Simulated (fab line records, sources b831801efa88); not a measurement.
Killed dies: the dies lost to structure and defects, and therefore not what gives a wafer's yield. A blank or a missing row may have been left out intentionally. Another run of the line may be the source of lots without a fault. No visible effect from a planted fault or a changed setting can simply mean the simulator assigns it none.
Chamber matching	flow gf180mcu	GF_V4_CVD_02 on pecvd-01 has 3 sister chambers
The step deposits SiO2 from TEOS, target thk 850 nm, time 94.851 s. 3 wafers are shown with their chamber, then 11 later ones without.

== EACH WAFER AND ITS CHAMBER ==
wafer	chamber	heater-power-w (W)
L082.6	2	627
L083.5	0	685
L086.1	1	615

== WAFERS WITH NO CHAMBER GIVEN ==
wafer	heater-power-w (W)
L086.4	785
L086.5	591
L089.1	760
L089.3	549
L089.6	581
L091.1	623
L091.4	542
L091.6	508
L095.1	632
L095.2	613
L095.4	493

== WHICH CHAMBER EACH WENT THROUGH ==
wafer	from the rows above	in truth
L086.4	can't be placed: 0 or 2 or 1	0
L086.5	can't be placed: 1 or 2 or 0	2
L089.1	can't be placed: 0 or 2 or 1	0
L089.3	can't be placed: 1 or 2 or 0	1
L089.6	can't be placed: 1 or 2 or 0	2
L091.1	can't be placed: 2 or 1 or 0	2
L091.4	can't be placed: 1 or 2 or 0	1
L091.6	can't be placed: 1 or 2 or 0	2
L095.1	can't be placed: 2 or 1 or 0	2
L095.2	can't be placed: 1 or 2 or 0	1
L095.4	can't be placed: 1 or 2 or 0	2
0 of 11 placed correctly. From these rows, 11 cannot be placed; in 11 the true chamber is one of the candidates. Wrongly placed: 0.
How it was worked out, from the rows above alone: a wafer's distance from a chamber is the root of the sum, over the readings, of the square of ((its reading less the chamber's mean) divided by the reading's scatter). The wafer belongs to the nearest chamber; if the next one is less than 2 further off, it can't be placed. Each chamber's mean is taken over the wafers shown for it. The scatter: with one shown wafer a chamber, the root of the mean of the squares of how far each hidden wafer lies from its nearest shown one.
